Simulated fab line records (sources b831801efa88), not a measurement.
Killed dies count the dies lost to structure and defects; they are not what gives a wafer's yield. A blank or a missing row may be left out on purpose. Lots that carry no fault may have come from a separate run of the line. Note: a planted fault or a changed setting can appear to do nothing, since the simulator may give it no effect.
One fault through the eyes of 2 desks / flow sky130 / each desk holds nothing but its own numbers, with what lay behind them at the end

THE TOOL OWNER'S DESK: litho-track-03
The tool's own readings at SKY_POLY_CUT_SOFTBAKE_04 (time 90 s): means of the sampled wafers that have a number, for each lot that ran on this tool. Marked OUT: a lot whose mean sits more than 4 standard deviations from the usual mean, which makes it out of limits; the brackets give that distance.
Columns: A = chill-plate-temp-C at SKY_POLY_CUT_SOFTBAKE_04, usual 23.01 C; B = run-length-s at SKY_POLY_CUT_SOFTBAKE_04, usual 119.22 s
lot=L600; first seen here=day 24 04:00; A=23.14; B=119.24
lot=L601; first seen here=day 24 07:00; A=22.93; B=119.19
lot=L607; first seen here=day 27 22:00; A=23.04; B=119.07
lot=L611; first seen here=day 28 23:00; A=22.98; B=119.09
lot=L614; first seen here=day 29 09:00; A=23.02; B=122.76 (+27) OUT
lot=L615; first seen here=day 29 20:00; A=23.01; B=121.06 (+14) OUT
Finding of this desk: L614, L615 out of limits; the first was L614 at day 29 09:00, on run-length-s at SKY_POLY_CUT_SOFTBAKE_04. Within limits: L600, L601, L607, L611.

FROM THE METROLOGY DESK
What the gauges read, lot by lot, whatever tool the lot ran on: means of the sampled wafers that have a number. Marked OUT: a lot whose mean sits more than 4 standard deviations from the usual mean, which makes it out of limits; the brackets give that distance.
Columns: A = LDD_HVN_TW at SKY_LDD_HVN_TW_MEAS_10, usual 1444; B = LDD_HVP_TW at SKY_LDD_HVP_TW_MEAS_10, usual 461.4; C = LDD_LDN_OVL at SKY_LDD_LDN_OVL_MEAS_07, usual -0.1 nm
lot=L598; first seen here=day 20 01:47; A=1447; B=462.1; C=0.3
lot=L599; first seen here=day 20 03:58; A=1459; B=460.1; C=-1.3
lot=L600; first seen here=day 20 23:46; A=1436; B=460.3; C=0.8
lot=L601; first seen here=day 21 00:17; A=1445; B=461.0; C=-0.3
lot=L604; first seen here=day 22 08:47; A=1447; B=458.8; C=0.7
lot=L605; first seen here=day 22 17:49; A=1449; B=462.0; C=-1.2
lot=L607; first seen here=day 24 17:31; A=1436; B=460.8; C=-0.4
lot=L609; first seen here=day 24 23:27; A=1438; B=462.6; C=0.1
lot=L611; first seen here=day 25 21:22; A=1452; B=465.2; C=1.4
lot=L614; first seen here=day 26 06:25; A=1444; B=463.5; C=-0.5
lot=L615; first seen here=day 26 17:41; A=1430; B=463.1; C=0.7
lot=L617; first seen here=day 27 16:34; A=1438; B=463.0; C=-0.1
lot=L620; first seen here=day 28 05:02; A=1447; B=460.3; C=-0.0
lot=L621; first seen here=day 28 06:50; A=1447; B=461.0; C=-0.4
This desk's verdict: no lot among the 14 shows anything out of limits.

PUT TOGETHER
At day 29 09:00, on L614, L615, the tool owner's desk was in a position to raise an alarm.
Nothing out of limits was seen by the metrology desk.
The metrology desk holds a record of L614, L615, inside its limits.
Of the lots named, all ran SKY_POLY_CUT_SOFTBAKE_04 on litho-track-03.

WHAT THE SIMULATOR PUT IN
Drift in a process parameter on litho-track-03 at SKY_POLY_CUT_SOFTBAKE_04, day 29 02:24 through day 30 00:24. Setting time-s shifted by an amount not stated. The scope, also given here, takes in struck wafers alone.
Struck lots among those shown: L614, L615.
How many hours passed from the start of the fault until each desk's first out-of-limits reading: the tool owner's desk, 7.
